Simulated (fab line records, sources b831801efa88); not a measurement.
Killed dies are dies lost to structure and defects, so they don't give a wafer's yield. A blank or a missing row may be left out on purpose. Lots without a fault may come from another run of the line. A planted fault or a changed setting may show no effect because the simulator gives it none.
A struck lot beside a sound one | flow sky130 | 14 steps out of a route of 708
Sound: wafers L287.2, L287.4, L287.5. Struck: wafers L285.1, L285.2, L285.6. The cause comes at the end.
At each step with rows: each side's tool, then ch and its chambers, then its first start. Under that, the readings that differ: sound wafers | struck wafers | difference of the means | sigmas: that difference in standard deviations of wafers without a fault.
alike: readings whose means differ by less than 2 such deviations, and words and numbers that are the same on both sides. not compared: withheld readings, readings that some wafer has no value for, bounds like >300 that may hide the same value, and numbers for which the record gives no deviation and whose values overlap.
The two part at a step that has a row with sigmas, a row that says differs or no value, or rows on one side only. Numbers that don't overlap but have no deviation are shown without sigmas and don't part them. A reading that every wafer of one side lacks parts them only if that side has two wafers or more.

SKY_METAL4_SPUTTER_02: material AlCu, target thk 735 nm, time 39.1 s.
  sound on pvd_sputter-04, day 44 11:43; struck on pvd_sputter-02, day 43 14:37
  alike: throttle_valve_pct
SKY_METAL4_SPUTTER_03: material Ti, target thk 5 nm, time 3.3 s.
  sound on pvd_sputter-04, day 44 11:45; struck on pvd_sputter-02, day 43 14:38
  alike: throttle_valve_pct
SKY_METAL4_SPUTTER_04: material TiN, target thk 70 nm, time 58.3 s.
  sound on pvd_sputter-04, day 44 11:46; struck on pvd_sputter-02, day 43 14:40
  alike: throttle_valve_pct
SKY_CAP2M_CVD_00: deposits SiO2, target thk 15.5 nm.
  sound on pecvd-03 ch 0,1,2, day 44 11:49; struck on pecvd-01 ch 1,2, day 43 14:43
  alike: heater_power_w
SKY_CAP2M_THK_MEAS_01:
  sound on film_metro-04, day 44 11:51; struck on film_metro-03, day 43 14:44
  alike: CAP2M_CVD_00_THK
SKY_CAP2M_SPUTTER_02: material TiN, target thk 200 nm, time 166.7 s.
  sound on pvd_sputter-01, day 44 11:54; struck on pvd_sputter-01, day 43 14:48
  alike: throttle_valve_pct
SKY_CAP2M_RS_MEAS_03: measures by four-point-probe.
  sound on film_metro-03, day 44 12:02; struck on film_metro-04, day 43 14:55
  alike: CAP2M_TIN_RS
SKY_CAP2M_THK_MEAS_04: measures by xrf.
  sound on film_metro-03, day 44 12:08; struck on film_metro-04, day 43 15:02
  alike: CAP2M_TIN_THK
then, 4 steps without rows for these wafers: SKY_CAP2M_DEHYDRATE_05 (time 60 s); SKY_CAP2M_HMDS_06 (prime time 60 s); SKY_CAP2M_COAT_07 (resist thk 1140 nm); SKY_CAP2M_SOFTBAKE_08 (time 60 s).
SKY_CAP2M_EXPOSE_09: exposes mask CAP2M, target cd 1000 nm.
  sound on iline_stepper-01 ch 0, day 44 22:44; struck on iline_stepper-01, day 44 03:02
  no value came back on the struck wafers for exposure_dose_mJ_cm2, focus_offset_nm (nm), reticle_temp_C (C); on the sound wafers exposure_dose_mJ_cm2 reads 158.78 159.02 158.94
  alike: mask
then, 1 step without rows for these wafers: SKY_CAP2M_PEB_10.

WHERE THEY PART
Only at SKY_CAP2M_EXPOSE_09, within this record.

WHY: what the simulator had put in
Skipped step whole: iline_stepper-01, from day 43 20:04 on, at SKY_CAP2M_EXPOSE_09. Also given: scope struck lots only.
